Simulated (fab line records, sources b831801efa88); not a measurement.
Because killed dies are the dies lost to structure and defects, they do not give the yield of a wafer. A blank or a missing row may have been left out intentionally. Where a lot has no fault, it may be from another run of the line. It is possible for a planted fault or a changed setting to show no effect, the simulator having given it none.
Struck lot and sound lot, side by side :: flow sky130 :: 14 steps out of a route of 708
Sound: the wafers L411.1, L411.4, L411.5. Struck: wafers L415.2, L415.5, L415.6. The cause is given at the end.
For every step that has rows: the tool of each side, followed by ch and its chambers, followed by its first start. Under that, the readings that differ: sound wafers :: struck wafers :: difference of the means :: sigmas: that difference in standard deviations of wafers without a fault.
alike: readings whose means differ by less than 2 such deviations, and words and numbers that are the same on both sides. not compared: withheld readings, readings that some wafer has no value for, bounds like >300 that may hide the same value, and numbers for which the record gives no deviation and whose values overlap.
A row with sigmas, a row that says differs or no value, or rows on one side alone: a step with any of these is where the two part. When numbers do not overlap yet have no deviation, they are printed without sigmas and do not part them. A reading that every wafer of one side lacks parts them only if that side has two wafers or more.

SKY_METAL2_SPUTTER_01: material TiN, target thk 20 nm, time 16.7 s.
  sound: pvd-sputter-03 at day 37 19:04; struck: pvd-sputter-04 at day 38 16:38
  alike: throttle-valve-pct
SKY_METAL2_SPUTTER_02: material AlCu, target thk 250 nm, time 13.3 s.
  sound: pvd-sputter-03 at day 37 19:06; struck: pvd-sputter-04 at day 38 16:39
  alike: throttle-valve-pct
SKY_METAL2_SPUTTER_03: material Ti, target thk 5 nm, time 3.3 s.
  sound: pvd-sputter-03 at day 37 19:07; struck: pvd-sputter-04 at day 38 16:41
  alike: throttle-valve-pct
SKY_METAL2_SPUTTER_04: material TiN, target thk 70 nm, time 58.3 s.
  sound: pvd-sputter-03 at day 37 19:08; struck: pvd-sputter-04 at day 38 16:42
  alike: throttle-valve-pct
SKY_METAL2_RS_MEAS_05: measures by four-point-probe.
  sound: film-metro-03 at day 37 19:11; struck: film-metro-04 at day 38 16:46
  alike: METAL2_ALCU_RS
SKY_METAL2_THK_MEAS_06: measures by xrf.
  sound: film-metro-03 at day 37 19:19; struck: film-metro-04 at day 38 16:52
  alike: METAL2_ALCU_THK
then, 6 steps without rows for these wafers: SKY_METAL2_DEHYDRATE_07 (time 60 s); SKY_METAL2_HMDS_08 (prime time 60 s); SKY_METAL2_COAT_09 (resist thk 60 nm); SKY_METAL2_COAT_10 (resist thk 450 nm); SKY_METAL2_SOFTBAKE_11 (time 90 s); SKY_METAL2_EXPOSE_12 (exposes mask MM2, target cd 140 nm).
SKY_METAL2_PEB_13:
  struck on litho-track-04, day 39 18:00; sound on litho-track-03 ch 0, day 38 20:00
reading: exhaust-pa (Pa)
sound: 43.8 43.1 43.9
struck: - - -
difference: no value on the struck wafers
sigmas: 
  not compared: chill-plate-temp-C
then, 1 step without rows for these wafers: SKY_METAL2_DEVELOP_14 (develop time 60 s).

WHERE THEY PART
Within this record, at SKY_METAL2_PEB_13 only.

WHY: what had been put in by the simulator
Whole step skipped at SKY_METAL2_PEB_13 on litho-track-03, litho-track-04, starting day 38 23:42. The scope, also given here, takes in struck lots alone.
